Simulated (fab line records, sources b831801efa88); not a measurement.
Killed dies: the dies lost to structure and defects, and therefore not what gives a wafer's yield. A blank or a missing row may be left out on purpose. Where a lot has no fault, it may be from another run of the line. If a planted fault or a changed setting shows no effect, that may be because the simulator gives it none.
Which of the tools did it? :: flow sfq_line :: 14 lots with 40 wafers sampled at 4 steps, on a route of 325 steps

WHAT THE GAUGES READ, wafer by wafer
SFQ_M0_RS_MEAS_904: measurement is done with a four-point probe.
lot: L948
measured: day 4 20:41
on: film_metro-04
M0_NB_RS (ohm/sq): 0.899 0.897 0.905

lot: L949
measured: day 5 00:53
on: film_metro-03
M0_NB_RS (ohm/sq): 0.873 0.896 0.883

lot: L950
measured: day 5 09:19
on: film_metro-02
M0_NB_RS (ohm/sq): 0.866 0.870 0.888

lot: L955
measured: day 6 12:27
on: film_metro-02
M0_NB_RS (ohm/sq): 0.891 0.886 0.885

lot: L957
measured: day 6 20:52
on: film_metro-02
M0_NB_RS (ohm/sq): 1.226 0.887

lot: L958
measured: day 7 05:13
on: film_metro-04
M0_NB_RS (ohm/sq): 1.215 1.250

lot: L959
measured: day 7 11:08
on: film_metro-02
M0_NB_RS (ohm/sq): 1.247 0.871 0.877

lot: L960
measured: day 7 14:38
on: film_metro-04
M0_NB_RS (ohm/sq): 0.883 0.889 0.889

lot: L961
measured: day 7 19:27
on: film_metro-02
M0_NB_RS (ohm/sq): 0.898 0.888 0.885

lot: L962
measured: day 8 00:14
on: film_metro-03
M0_NB_RS (ohm/sq): 0.896 0.893 0.890

lot: L965
measured: day 8 09:55
on: film_metro-04
M0_NB_RS (ohm/sq): 0.883 0.883 0.892

lot: L966
measured: day 8 18:19
on: film_metro-02
M0_NB_RS (ohm/sq): 0.891 0.888 0.896

lot: L968
measured: day 9 05:09
on: film_metro-02
M0_NB_RS (ohm/sq): 0.881 0.878 0.894

lot: L970
measured: day 9 13:32
on: film_metro-04
M0_NB_RS (ohm/sq): 0.918 0.913 0.900

SFQ_I3_BOW_MEAS_922.
lot: L948
measured: day 35 13:28
on: film_metro-01
I3_BOW (um): -4 0 0

lot: L949
measured: day 36 09:26
on: film_metro-02
I3_BOW (um): 5 3 -1

lot: L950
measured: day 37 04:10
on: film_metro-02
I3_BOW (um): 0 4 14

lot: L955
measured: day 39 14:35
on: film_metro-03
I3_BOW (um): 7 -4 5

lot: L957
measured: day 40 03:13
on: film_metro-03
I3_BOW (um): -3 2

lot: L958
measured: day 40 12:42
on: film_metro-02
I3_BOW (um): 4 -10

lot: L959
measured: day 41 06:43
on: film_metro-03
I3_BOW (um): 18 11 10

lot: L960
measured: day 41 14:48
on: film_metro-02
I3_BOW (um): 7 0 16

lot: L961
measured: day 41 20:47
on: film_metro-02
I3_BOW (um): 8 -6 -6

lot: L962
measured: day 42 17:47
on: film_metro-02
I3_BOW (um): 18 10 18

lot: L965
measured: day 43 14:50
on: film_metro-02
I3_BOW (um): 13 2 -3

lot: L966
measured: day 43 17:47
on: film_metro-03
I3_BOW (um): 0 9 2

lot: L968
measured: day 44 16:07
on: film_metro-02
I3_BOW (um): 11 3 14

lot: L970
measured: day 45 01:06
on: film_metro-03
I3_BOW (um): -3 -13 -7

TOOL THAT RAN EACH LOT (tool first, then ch and the chambers of the sampled wafers, then the start)
lot: L948
SFQ_TRILAYER_M0_DEP_SPUTTER_019: pvd_sputter-06, day 4 20:35
SFQ_TRILAYER_M0_ETCH_METAL_ETCH_024: rie_metal-04 ch 0,1, day 7 08:14

lot: L949
SFQ_TRILAYER_M0_DEP_SPUTTER_019: pvd_sputter-05, day 5 00:47
SFQ_TRILAYER_M0_ETCH_METAL_ETCH_024: rie_metal-04 ch 0,1, day 7 13:02

lot: L950
SFQ_TRILAYER_M0_DEP_SPUTTER_019: pvd_sputter-06, day 5 09:11
SFQ_TRILAYER_M0_ETCH_METAL_ETCH_024: rie_metal-01 ch 0,1, day 7 23:53

lot: L955
SFQ_TRILAYER_M0_DEP_SPUTTER_019: pvd_sputter-04, day 6 12:20
SFQ_TRILAYER_M0_ETCH_METAL_ETCH_024: rie_metal-04 ch 0,1, day 9 07:53

lot: L957
SFQ_TRILAYER_M0_DEP_SPUTTER_019: pvd_sputter-05, day 6 20:46
SFQ_TRILAYER_M0_ETCH_METAL_ETCH_024: rie_metal-03 ch 0,1, day 9 17:29

lot: L958
SFQ_TRILAYER_M0_DEP_SPUTTER_019: pvd_sputter-05, day 7 05:08
SFQ_TRILAYER_M0_ETCH_METAL_ETCH_024: rie_metal-04 ch 0,1, day 10 03:34

lot: L959
SFQ_TRILAYER_M0_DEP_SPUTTER_019: pvd_sputter-05, day 7 10:58
SFQ_TRILAYER_M0_ETCH_METAL_ETCH_024: rie_metal-01 ch 0,1, day 10 11:02

lot: L960
SFQ_TRILAYER_M0_DEP_SPUTTER_019: pvd_sputter-04, day 7 14:32
SFQ_TRILAYER_M0_ETCH_METAL_ETCH_024: rie_metal-03 ch 0,1, day 10 13:26

lot: L961
SFQ_TRILAYER_M0_DEP_SPUTTER_019: pvd_sputter-04, day 7 19:22
SFQ_TRILAYER_M0_ETCH_METAL_ETCH_024: rie_metal-04 ch 0,1, day 10 19:26

lot: L962
SFQ_TRILAYER_M0_DEP_SPUTTER_019: pvd_sputter-04, day 8 00:08
SFQ_TRILAYER_M0_ETCH_METAL_ETCH_024: rie_metal-01 ch 0,1, day 10 23:02

lot: L965
SFQ_TRILAYER_M0_DEP_SPUTTER_019: pvd_sputter-04, day 8 09:46
SFQ_TRILAYER_M0_ETCH_METAL_ETCH_024: rie_metal-01 ch 0,1, day 11 11:05

lot: L966
SFQ_TRILAYER_M0_DEP_SPUTTER_019: pvd_sputter-04, day 8 18:14
SFQ_TRILAYER_M0_ETCH_METAL_ETCH_024: rie_metal-01 ch 0,1, day 11 19:37

lot: L968
SFQ_TRILAYER_M0_DEP_SPUTTER_019: pvd_sputter-06, day 9 05:02
SFQ_TRILAYER_M0_ETCH_METAL_ETCH_024: rie_metal-01 ch 1, day 12 10:50

lot: L970
SFQ_TRILAYER_M0_DEP_SPUTTER_019: pvd_sputter-06, day 9 13:26
SFQ_TRILAYER_M0_ETCH_METAL_ETCH_024: rie_metal-04 ch 0,1, day 12 21:38
- SFQ_TRILAYER_M0_DEP_SPUTTER_019: material Nb, target thk 200 nm, time 133.3 s.
- SFQ_TRILAYER_M0_ETCH_METAL_ETCH_024: etches Nb in Cl2/Ar, stops on SiO2, target depth 240 nm, time 120 s.

WHAT THE TOOLS THEMSELVES READ (means of the sampled wafers that have a number; where no wafer has one, the mark that the record gives instead)
SFQ_TRILAYER_M0_DEP_SPUTTER_019.
lot: L948
tool: pvd_sputter-06
throttle_valve_pct (%): 29.7

lot: L949
tool: pvd_sputter-05
throttle_valve_pct (%): 28.6

lot: L950
tool: pvd_sputter-06
throttle_valve_pct (%): 29.6

lot: L955
tool: pvd_sputter-04
throttle_valve_pct (%): 29.8

lot: L957
tool: pvd_sputter-05
throttle_valve_pct (%): 27.5

lot: L958
tool: pvd_sputter-05
throttle_valve_pct (%): 28.4

lot: L959
tool: pvd_sputter-05
throttle_valve_pct (%): 28.0

lot: L960
tool: pvd_sputter-04
throttle_valve_pct (%): 30.0

lot: L961
tool: pvd_sputter-04
throttle_valve_pct (%): 29.8

lot: L962
tool: pvd_sputter-04
throttle_valve_pct (%): 29.6

lot: L965
tool: pvd_sputter-04
throttle_valve_pct (%): 29.6

lot: L966
tool: pvd_sputter-04
throttle_valve_pct (%): 29.6

lot: L968
tool: pvd_sputter-06
throttle_valve_pct (%): 30.0

lot: L970
tool: pvd_sputter-06
throttle_valve_pct (%): 29.5

SFQ_TRILAYER_M0_ETCH_METAL_ETCH_024.
lot: L948
tool: rie_metal-04
drypump_motor_current_A (A): 5.8
oes_product_au (a.u.): 0.893

lot: L949
tool: rie_metal-04
drypump_motor_current_A (A): 5.9
oes_product_au (a.u.): 0.897

lot: L950
tool: rie_metal-01
drypump_motor_current_A (A): 5.4
oes_product_au (a.u.): 0.903

lot: L955
tool: rie_metal-04
drypump_motor_current_A (A): 6.0
oes_product_au (a.u.): 0.893

lot: L957
tool: rie_metal-03
drypump_motor_current_A (A): 5.8
oes_product_au (a.u.): 0.825

lot: L958
tool: rie_metal-04
drypump_motor_current_A (A): 6.0
oes_product_au (a.u.): 0.750

lot: L959
tool: rie_metal-01
drypump_motor_current_A (A): 5.4
oes_product_au (a.u.): 0.854

lot: L960
tool: rie_metal-03
drypump_motor_current_A (A): 6.0
oes_product_au (a.u.): 0.898

lot: L961
tool: rie_metal-04
drypump_motor_current_A (A): 5.9
oes_product_au (a.u.): 0.891

lot: L962
tool: rie_metal-01
drypump_motor_current_A (A): 5.4
oes_product_au (a.u.): 0.889

lot: L965
tool: rie_metal-01
drypump_motor_current_A (A): 5.4
oes_product_au (a.u.): 0.898

lot: L966
tool: rie_metal-01
drypump_motor_current_A (A): 5.2
oes_product_au (a.u.): 0.891

lot: L968
tool: rie_metal-01
drypump_motor_current_A (A): 5.6
oes_product_au (a.u.): 0.894

lot: L970
tool: rie_metal-04
drypump_motor_current_A (A): 6.0
oes_product_au (a.u.): 0.881

THE ANSWER, worked out from the rows above alone
Rule: what is usual is taken from the lots themselves. Put in order of their means at a reading, lots are off if they are a third of the lots or fewer, leave a main group of 4 or more, and stand apart from it by a gap of 3 or more times the standard deviation of the main group's means; of several such gaps the widest counts. Not used: any main group whose means are identical at the precision the tables above print for the reading. Also off: a lot with no number at a reading for which 4 or more lots have one. All remaining lots with rows at the step are treated as sound. The gauges are gone through in route order, then the tools' own readings, and for those a lot's mean is taken as printed above. At the first step where some lot is off, the reading lying furthest off is the one used; lots without a number count as furthest.
Off: L957, L958, L959, at SFQ_M0_RS_MEAS_904 (M0_NB_RS). For the main group the mean is 0.890 ohm/sq and the standard deviation 0.0089.
A tool fits if, at a process step before that reading, it ran every lot that is off, and no sound lot after the first of them. The gauges at SFQ_M0_RS_MEAS_904 aren't tried: what is off there is off at SFQ_TRILAYER_M0_DEP_SPUTTER_019 too, on other tools, and a gauge's error can't cause that. One candidate fits, namely pvd_sputter-05 at SFQ_TRILAYER_M0_DEP_SPUTTER_019. Its last sound lot is L949 (day 5 00:47), its first lot that is off L957 (day 6 20:46): a fault that began between those two fits.

WHAT HAD BEEN PUT IN BY THE SIMULATOR
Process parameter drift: pvd_sputter-05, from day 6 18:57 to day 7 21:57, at SFQ_TRILAYER_M0_DEP_SPUTTER_019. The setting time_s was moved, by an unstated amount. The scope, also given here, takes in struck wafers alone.
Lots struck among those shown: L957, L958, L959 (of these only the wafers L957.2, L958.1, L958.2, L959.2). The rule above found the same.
